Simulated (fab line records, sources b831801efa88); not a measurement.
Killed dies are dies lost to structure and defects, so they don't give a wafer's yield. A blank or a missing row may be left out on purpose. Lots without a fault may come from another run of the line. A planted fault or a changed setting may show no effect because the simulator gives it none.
Which tool did it? | flow gf180mcu | 7 lots, 21 wafers sampled, at 2 steps of a route of 602

WHAT THE GAUGES READ, wafer by wafer
GF_NWELL_TW_MEAS_11.
lot  | measured    | on            | NWELL_TW
L537 | day 3 16:34 | film_metro-02 | 1548 1559 1548
L539 | day 4 13:31 | film_metro-01 | 1936 1939 1946 1942 1939 1942
L546 | day 5 22:17 | film_metro-01 | 1921 1927 1924 1914 1909 1921
L551 | day 6 23:03 | film_metro-01 | 1572 1575 1565
L553 | day 7 10:28 | film_metro-02 | 1551 1553 1545
L555 | day 7 21:34 | film_metro-04 | 1579 1586 1585
L557 | day 8 06:47 | film_metro-01 | 1570 1570 1572

WHICH TOOL RAN EACH LOT (tool, then ch and the chambers of the sampled wafers, then the start)
lot  | GF_NWELL_IMPLANT_08
L537 | implanter-02 ch 0, day 3 16:10
L539 | implanter-02 ch 0, day 4 12:47
L546 | implanter-03 ch 0, day 5 21:35
L551 | implanter-02 ch 0, day 6 22:35
L553 | implanter-02 ch 0, day 7 10:05
L555 | implanter-03 ch 0, day 7 21:10
L557 | implanter-02 ch 0, day 8 06:23
- GF_NWELL_IMPLANT_08

THE ANSWER, worked out from the rows above alone
Rule: what is usual is taken from the lots themselves. Put in order of their means at a reading, lots are off if they are a third of the lots or fewer, leave a main group of 4 or more, and stand apart from it by a gap of 3 or more times the standard deviation of the main group's means; of several such gaps the widest counts. A main group whose means are all the same, to the digits that the tables above print for the reading, isn't used. A lot without any number at a reading at which 4 lots or more have one is off too. The other lots that the step has rows for count as sound.
Off: L539, L546, at GF_NWELL_TW_MEAS_11 (NWELL_TW). The main group: mean 1565, standard deviation 13.
A tool fits if, at a process step before that reading, it ran every lot that is off, and no sound lot after the first of them. The gauges at GF_NWELL_TW_MEAS_11 are tried like those tools. None of those tried fits.

WHAT THE SIMULATOR HAD PUT IN
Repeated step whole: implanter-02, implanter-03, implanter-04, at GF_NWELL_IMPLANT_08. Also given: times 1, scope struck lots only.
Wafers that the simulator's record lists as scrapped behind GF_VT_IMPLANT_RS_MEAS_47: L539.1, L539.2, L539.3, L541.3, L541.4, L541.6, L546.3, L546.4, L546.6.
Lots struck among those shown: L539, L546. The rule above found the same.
